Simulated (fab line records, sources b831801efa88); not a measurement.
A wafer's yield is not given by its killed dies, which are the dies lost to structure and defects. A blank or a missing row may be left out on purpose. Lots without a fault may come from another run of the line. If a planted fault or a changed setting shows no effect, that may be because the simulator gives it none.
Which tool did it? + flow gf180mcu + 11 lots with 33 wafers sampled at 3 steps, on a route of 602 steps

== WHAT THE GAUGES SHOWED, per wafer ==
GF_M4_OVL_MEAS_15. Usual: for M4_OVL the level is -1 nm and the standard deviation is 4.9.
| lot  | measured     | on         | M4_OVL (nm) | flag |
|------|--------------|------------|-------------|------|
| L760 | day 25 03:29 | overlay-01 | -7 -7 -6    |      |
| L764 | day 26 17:14 | overlay-01 | -7 1 4      |      |
| L765 | day 27 04:11 | overlay-01 | 2 3 4       |      |
| L767 | day 27 14:44 | overlay-01 | 2 -2 -5     |      |
| L768 | day 28 00:35 | overlay-01 | 3 -2 2      |      |
| L769 | day 28 06:56 | overlay-02 | -9 0 -5     |      |
| L771 | day 28 16:29 | overlay-02 | 4 -1 1      |      |
| L770 | day 28 17:53 | overlay-02 | -14 -8 -10  |      |
| L775 | day 29 20:47 | overlay-02 | 5 0 3       |      |
| L776 | day 30 01:23 | overlay-02 | -10 0 -8    |      |
| L778 | day 30 13:53 | overlay-02 | -3 -5 1     |      |

== WHAT TOOL EACH LOT RAN ON (gives the tool, then ch and the chambers of the sampled wafers, and finally the start) ==
| lot  | GF_V3_CVD_02                    | GF_V3_STRIP_18                      |
|------|---------------------------------|-------------------------------------|
| L760 | pecvd-02 ch 0,2, day 23 05:04   | plasmaAsher-01 ch 0,1, day 24 03:57 |
| L764 | pecvd-02 ch 1,2, day 24 20:37   | plasmaAsher-02 ch 0,1, day 25 19:24 |
| L765 | pecvd-03 ch 0,1,2, day 25 08:14 | plasmaAsher-02 ch 0,1, day 26 06:27 |
| L767 | pecvd-02 ch 0,1,2, day 25 20:15 | plasmaAsher-01 ch 0,1, day 26 17:15 |
| L768 | pecvd-04 ch 1,2, day 26 05:47   | plasmaAsher-02 ch 0,1, day 27 02:50 |
| L769 | pecvd-02 ch 0,1,2, day 26 12:46 | plasmaAsher-03 ch 0,1, day 27 09:42 |
| L771 | pecvd-04 ch 0,1,2, day 26 22:22 | plasmaAsher-02 ch 0,1, day 27 19:03 |
| L770 | pecvd-03 ch 0,1, day 26 23:55   | plasmaAsher-01 ch 1, day 27 20:36   |
| L775 | pecvd-02 ch 0,2, day 28 04:22   | plasmaAsher-01 ch 0,1, day 29 00:41 |
| L776 | pecvd-03 ch 0,1,2, day 28 09:07 | plasmaAsher-02 ch 0,1, day 29 04:57 |
| L778 | pecvd-04 ch 0,1,2, day 28 23:03 | plasmaAsher-01 ch 0,1, day 29 18:19 |
- GF_V3_CVD_02: deposits SiO2 from TEOS, target thk 850 nm, time 94.851 s.
- GF_V3_STRIP_18: strips in O2/N2.

== WHAT THE TOOLS THEMSELVES READ (means of the sampled wafers that have a number; where no wafer has one, the mark that the record gives instead) ==
GF_V3_CVD_02. Usual: heaterPowerW 696 W, standard deviation 85.
| lot  | tool     | heaterPowerW (W) | flag |
|------|----------|------------------|------|
| L760 | pecvd-02 | 625              |      |
| L764 | pecvd-02 | 688              |      |
| L765 | pecvd-03 | 733              |      |
| L767 | pecvd-02 | 633              |      |
| L768 | pecvd-04 | 670              |      |
| L769 | pecvd-02 | 666              |      |
| L771 | pecvd-04 | 729              |      |
| L770 | pecvd-03 | 759              |      |
| L775 | pecvd-02 | 598              |      |
| L776 | pecvd-03 | 778              |      |
| L778 | pecvd-04 | 686              |      |

GF_V3_STRIP_18. Usual: drypumpMotorCurrentA 5.7 A, standard deviation 0.5; heaterPowerW 325 W, standard deviation 30; oesProductAu 0.592 a.u., standard deviation 0.005.
| lot  | tool           | drypumpMotorCurrentA (A) | heaterPowerW (W) | oesProductAu (a.u.) | flag |
|------|----------------|--------------------------|------------------|---------------------|------|
| L760 | plasmaAsher-01 | 5.5                      | 313              | 0.592               |      |
| L764 | plasmaAsher-02 | 6.1                      | 339              | 0.591               |      |
| L765 | plasmaAsher-02 | 6.4                      | 319              | 0.591               |      |
| L767 | plasmaAsher-01 | 5.3                      | 300              | 0.594               |      |
| L768 | plasmaAsher-02 | 6.4                      | 326              | 0.589               |      |
| L769 | plasmaAsher-03 | 5.5                      | 352              | 0.595               |      |
| L771 | plasmaAsher-02 | 6.4                      | 320              | 0.592               |      |
| L770 | plasmaAsher-01 | 5.2                      | 282              | 0.596               |      |
| L775 | plasmaAsher-01 | 5.3                      | 298              | 0.601               |      |
| L776 | plasmaAsher-02 | 6.1                      | 335              | 0.594               |      |
| L778 | plasmaAsher-01 | 5.3                      | 302              | 0.592               |      |

== THE ANSWER, worked out from the rows above alone ==
Rule: a lot is off if the mean of its wafers that have a number lies more than 3 standard deviations from the usual mean. Also off: a lot with no number at a reading for which 4 or more lots have one. Any other lot the step has rows for is counted as sound. The gauges are gone through in route order, then the tools' own readings, and for those a lot's mean is taken as printed above. At the first step where some lot is off, the reading lying furthest off is the one used; lots without a number count as furthest.
No lot is off at any reading shown: from this, nothing can be told.

== WHAT WAS PUT IN BY THE SIMULATOR ==
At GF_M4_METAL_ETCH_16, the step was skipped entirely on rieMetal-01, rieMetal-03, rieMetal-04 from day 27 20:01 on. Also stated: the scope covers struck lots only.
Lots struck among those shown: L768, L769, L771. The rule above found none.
